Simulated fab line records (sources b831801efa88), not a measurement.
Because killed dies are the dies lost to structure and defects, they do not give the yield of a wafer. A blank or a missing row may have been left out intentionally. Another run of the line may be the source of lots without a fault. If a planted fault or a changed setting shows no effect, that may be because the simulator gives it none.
Shared-tool check || flow gf180mcu || Lots sampled 10, wafers sampled 30

REASON IT WAS OPENED
Of 10 lots, 3 have the reading HV_LDD_2_TW flagged at GF_HV_LDD_TW_MEAS_23. No-fault wafers: 1061, standard deviation 8.3.
Rule: a lot is flagged when every wafer of it that has a number lies more than 4 standard deviations from that mean, or none has a number. As for the other lots, they are considered sound.

{"lot": "L628", "measured": "day 12 00:25", "on": "filmMetro-03", "HV_LDD_2_TW, wafer by wafer": "1062 1061 1064", "flag": ""}
{"lot": "L631", "measured": "day 13 01:52", "on": "filmMetro-03", "HV_LDD_2_TW, wafer by wafer": "1065 1067 1075", "flag": ""}
{"lot": "L634", "measured": "day 14 03:25", "on": "filmMetro-02", "HV_LDD_2_TW, wafer by wafer": "1049 1048 1048", "flag": ""}
{"lot": "L638", "measured": "day 15 06:35", "on": "filmMetro-04", "HV_LDD_2_TW, wafer by wafer": "1067 1061 1068", "flag": ""}
{"lot": "L641", "measured": "day 16 08:02", "on": "filmMetro-02", "HV_LDD_2_TW, wafer by wafer": "30 30 30", "flag": "FLAGGED"}
{"lot": "L642", "measured": "day 16 10:04", "on": "filmMetro-03", "HV_LDD_2_TW, wafer by wafer": "30 30 30", "flag": "FLAGGED"}
{"lot": "L643", "measured": "day 16 13:47", "on": "filmMetro-02", "HV_LDD_2_TW, wafer by wafer": "30 30 30", "flag": "FLAGGED"}
{"lot": "L644", "measured": "day 16 21:56", "on": "filmMetro-04", "HV_LDD_2_TW, wafer by wafer": "1063 1061 1061", "flag": ""}
{"lot": "L646", "measured": "day 18 04:58", "on": "filmMetro-04", "HV_LDD_2_TW, wafer by wafer": "1072 1067 1068", "flag": ""}
{"lot": "L647", "measured": "day 18 06:34", "on": "filmMetro-03", "HV_LDD_2_TW, wafer by wafer": "1054 1053 1045", "flag": ""}
Flagged lots average 30: -1031 relative to the usual, that is -99 or more standard deviations.

TOOL THAT RAN EACH LOT
Before the reading, the record contains 4 process steps out of a 602-step route. Each cell gives the tool, then ch followed by the chambers the sampled wafers passed through, then the start.
{"lot": "L628", "flag": "", "GF_VT_IMPLANT_STRIP_42": "plasmaAsher-04 ch 0,1, day 8 16:00", "GF_DUAL_GATE_STRIP_13": "plasmaAsher-03 ch 0,1, day 9 12:32", "GF_HV_LDD_STRIP_10": "plasmaAsher-03 ch 0,1, day 11 06:17", "GF_HV_LDD_STRIP_22": "plasmaAsher-03 ch 0,1, day 12 00:19"}
{"lot": "L631", "flag": "", "GF_VT_IMPLANT_STRIP_42": "plasmaAsher-04 ch 0,1, day 9 15:20", "GF_DUAL_GATE_STRIP_13": "plasmaAsher-03 ch 0,1, day 10 11:29", "GF_HV_LDD_STRIP_10": "plasmaAsher-02 ch 0,1, day 12 05:44", "GF_HV_LDD_STRIP_22": "plasmaAsher-02 ch 0,1, day 13 01:46"}
{"lot": "L634", "flag": "", "GF_VT_IMPLANT_STRIP_42": "plasmaAsher-01 ch 0,1, day 10 09:39", "GF_DUAL_GATE_STRIP_13": "plasmaAsher-01 ch 0,1, day 11 06:17", "GF_HV_LDD_STRIP_10": "plasmaAsher-02 ch 0,1, day 13 06:17", "GF_HV_LDD_STRIP_22": "plasmaAsher-03 ch 0,1, day 14 03:19"}
{"lot": "L638", "flag": "", "GF_VT_IMPLANT_STRIP_42": "plasmaAsher-01 ch 0,1, day 11 11:13", "GF_DUAL_GATE_STRIP_13": "plasmaAsher-03 ch 0,1, day 12 10:28", "GF_HV_LDD_STRIP_10": "plasmaAsher-02 ch 0,1, day 14 08:52", "GF_HV_LDD_STRIP_22": "plasmaAsher-02 ch 0,1, day 15 06:30"}
{"lot": "L641", "flag": "FLAGGED", "GF_VT_IMPLANT_STRIP_42": "plasmaAsher-01 ch 0,1, day 12 09:14", "GF_DUAL_GATE_STRIP_13": "plasmaAsher-04 ch 0,1, day 13 08:02", "GF_HV_LDD_STRIP_10": "plasmaAsher-02 ch 0,1, day 15 08:59", "GF_HV_LDD_STRIP_22": "plasmaAsher-04 ch 0,1, day 16 07:56"}
{"lot": "L642", "flag": "FLAGGED", "GF_VT_IMPLANT_STRIP_42": "plasmaAsher-04 ch 0,1, day 12 12:37", "GF_DUAL_GATE_STRIP_13": "plasmaAsher-04 ch 0,1, day 13 11:20", "GF_HV_LDD_STRIP_10": "plasmaAsher-03 ch 0,1, day 15 11:28", "GF_HV_LDD_STRIP_22": "plasmaAsher-04 ch 0,1, day 16 09:58"}
{"lot": "L643", "flag": "FLAGGED", "GF_VT_IMPLANT_STRIP_42": "plasmaAsher-04 ch 0,1, day 12 19:07", "GF_DUAL_GATE_STRIP_13": "plasmaAsher-04 ch 0, day 13 17:29", "GF_HV_LDD_STRIP_10": "plasmaAsher-02 ch 0,1, day 15 16:01", "GF_HV_LDD_STRIP_22": "plasmaAsher-03 ch 0,1, day 16 13:40"}
{"lot": "L644", "flag": "", "GF_VT_IMPLANT_STRIP_42": "plasmaAsher-04 ch 0,1, day 13 00:44", "GF_DUAL_GATE_STRIP_13": "plasmaAsher-04 ch 0,1, day 13 23:38", "GF_HV_LDD_STRIP_10": "plasmaAsher-03 ch 0,1, day 15 23:50", "GF_HV_LDD_STRIP_22": "plasmaAsher-04 ch 0,1, day 16 21:49"}
{"lot": "L646", "flag": "", "GF_VT_IMPLANT_STRIP_42": "plasmaAsher-04 ch 0,1, day 14 01:17", "GF_DUAL_GATE_STRIP_13": "plasmaAsher-01 ch 0,1, day 15 01:15", "GF_HV_LDD_STRIP_10": "plasmaAsher-02 ch 0,1, day 17 05:04", "GF_HV_LDD_STRIP_22": "plasmaAsher-04 ch 0,1, day 18 04:52"}
{"lot": "L647", "flag": "", "GF_VT_IMPLANT_STRIP_42": "plasmaAsher-02 ch 0,1, day 14 05:23", "GF_DUAL_GATE_STRIP_13": "plasmaAsher-01 ch 0,1, day 15 05:29", "GF_HV_LDD_STRIP_10": "plasmaAsher-03 ch 0,1, day 17 07:19", "GF_HV_LDD_STRIP_22": "plasmaAsher-02 ch 0,1, day 18 06:28"}
What is done by these steps:
- GF_VT_IMPLANT_STRIP_42: strips in O2/N2.
- GF_DUAL_GATE_STRIP_13: strips in O2/N2.
- GF_HV_LDD_STRIP_10: strips in O2/N2.
- GF_HV_LDD_STRIP_22: strips in O2/N2.
- GF_HV_LDD_TW_MEAS_23

FLAGGED AGAINST TOTAL, ONE TOOL AT A TIME (gauges that did the reading follow at the end)
{"step": "GF_VT_IMPLANT_STRIP_42", "tool": "plasmaAsher-01", "lots run": 3, "flagged": 1, "share of the flagged lots": "some", "sound lots run after its first flagged lot": 0}
{"step": "GF_VT_IMPLANT_STRIP_42", "tool": "plasmaAsher-02", "lots run": 1, "flagged": 0, "share of the flagged lots": "none", "sound lots run after its first flagged lot": "-"}
{"step": "GF_VT_IMPLANT_STRIP_42", "tool": "plasmaAsher-04", "lots run": 6, "flagged": 2, "share of the flagged lots": "some", "sound lots run after its first flagged lot": "2 (L644,L646)"}
{"step": "GF_DUAL_GATE_STRIP_13", "tool": "plasmaAsher-01", "lots run": 3, "flagged": 0, "share of the flagged lots": "none", "sound lots run after its first flagged lot": "-"}
{"step": "GF_DUAL_GATE_STRIP_13", "tool": "plasmaAsher-03", "lots run": 3, "flagged": 0, "share of the flagged lots": "none", "sound lots run after its first flagged lot": "-"}
{"step": "GF_DUAL_GATE_STRIP_13", "tool": "plasmaAsher-04", "lots run": 4, "flagged": 3, "share of the flagged lots": "all", "sound lots run after its first flagged lot": "1 (L644)"}
{"step": "GF_HV_LDD_STRIP_10", "tool": "plasmaAsher-02", "lots run": 6, "flagged": 2, "share of the flagged lots": "some", "sound lots run after its first flagged lot": "1 (L646)"}
{"step": "GF_HV_LDD_STRIP_10", "tool": "plasmaAsher-03", "lots run": 4, "flagged": 1, "share of the flagged lots": "some", "sound lots run after its first flagged lot": "2 (L644,L647)"}
{"step": "GF_HV_LDD_STRIP_22", "tool": "plasmaAsher-02", "lots run": 3, "flagged": 0, "share of the flagged lots": "none", "sound lots run after its first flagged lot": "-"}
{"step": "GF_HV_LDD_STRIP_22", "tool": "plasmaAsher-03", "lots run": 3, "flagged": 1, "share of the flagged lots": "some", "sound lots run after its first flagged lot": 0}
{"step": "GF_HV_LDD_STRIP_22", "tool": "plasmaAsher-04", "lots run": 4, "flagged": 2, "share of the flagged lots": "some", "sound lots run after its first flagged lot": "2 (L644,L646)"}
{"step": "GF_HV_LDD_TW_MEAS_23", "tool": "filmMetro-02", "lots run": 3, "flagged": 2, "share of the flagged lots": "some", "sound lots run after its first flagged lot": 0}
{"step": "GF_HV_LDD_TW_MEAS_23", "tool": "filmMetro-03", "lots run": 4, "flagged": 1, "share of the flagged lots": "some", "sound lots run after its first flagged lot": "1 (L647)"}
{"step": "GF_HV_LDD_TW_MEAS_23", "tool": "filmMetro-04", "lots run": 3, "flagged": 0, "share of the flagged lots": "none", "sound lots run after its first flagged lot": "-"}

WHAT IS ALLOWED BY THE TABLE
In the table, 1 row covers all flagged lots: plasmaAsher-04 at GF_DUAL_GATE_STRIP_13.
- plasmaAsher-04 at GF_DUAL_GATE_STRIP_13: 3 of its 4 lots flagged. Lots that were sound ran on it after the first flagged one (L644); a persistent fault on the entire tool would not allow that.
Every row of the table either missed a flagged lot or ran a sound lot after the first.

WHAT HAD BEEN PUT IN BY THE SIMULATOR
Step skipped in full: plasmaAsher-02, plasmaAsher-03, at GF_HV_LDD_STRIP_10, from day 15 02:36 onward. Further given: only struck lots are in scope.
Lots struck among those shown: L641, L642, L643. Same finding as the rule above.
